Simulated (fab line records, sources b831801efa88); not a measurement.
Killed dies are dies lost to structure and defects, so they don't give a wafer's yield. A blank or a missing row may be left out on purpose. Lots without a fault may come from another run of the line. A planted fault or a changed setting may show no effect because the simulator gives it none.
One fault seen from 2 desks | flow sky130 | each desk has only its own numbers; what lay behind them comes last

THE METROLOGY DESK
What the gauges read, lot by lot, whatever tool the lot ran on: means of the sampled wafers that have a number. A lot is out of limits, marked OUT, if its mean lies more than 4 standard deviations from the usual mean; the brackets give that distance.
Columns: A = CAP2M_OVL at SKY_CAP2M_OVL_MEAS_12, usual -0.5 nm; B = cd_nm at SKY_METAL4_CD_MEAS_13, usual 299.8 nm; C = METAL4_OVL at SKY_METAL4_OVL_MEAS_14, usual -4 nm
lot  | first seen here | A    | B     | C
L275 | day 41 05:29    | -2.6 | 296.7 | -1
L286 | day 44 04:49    | -0.2 | 300.0 | -2
L287 | day 44 21:21    | 0.1  | 299.4 | -11
L292 | day 45 21:26    | -0.2 | 298.3 | -1
L294 | day 46 23:32    | -0.8 | 296.9 | -12
L295 | day 47 05:07    | -0.2 | 300.3 | 4
This desk's finding: nothing out of limits on any of the 6 lots.

THE TOOL OWNER'S DESK: litho_track-04
The tool's own readings at SKY_METAL4_COAT_07 (resist thk 60 nm): means of the sampled wafers that have a number, for each lot that ran on this tool. A lot is out of limits, marked OUT, if its mean lies more than 4 standard deviations from the usual mean; the brackets give that distance.
Columns: A = exhaust_pa at SKY_METAL4_COAT_07, usual 45.1 Pa; B = spin_speed_rpm at SKY_METAL4_COAT_07, usual 3000.4 rpm
lot  | first seen here | A    | B
L275 | day 41 19:41    | 45.2 | 3000.1
L286 | day 44 17:08    | 45.9 | 2937.7 (-37) OUT
L287 | day 45 07:18    | 45.0 | 2938.4 (-36) OUT
This desk's finding: out of limits on L286, L287; first on L286, day 44 17:08 (spin_speed_rpm at SKY_METAL4_COAT_07). In limits: L275.

PUT TOGETHER
The tool owner's desk could have raised an alarm at day 44 17:08, on L286, L287.
The metrology desk saw nothing out of limits.
The metrology desk has L286, L287 on record, within its limits.
Of the lots named, all ran SKY_METAL4_COAT_07 on litho_track-04.

WHAT THE SIMULATOR HAD PUT IN
Process parameter drift: litho_track-04, from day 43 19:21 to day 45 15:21, at SKY_METAL4_COAT_07. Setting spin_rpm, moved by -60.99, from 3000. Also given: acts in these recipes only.
Lots struck among those shown: L286, L287.
Hours from the fault's start to each desk's first reading out of limits: the tool owner's desk, 22.
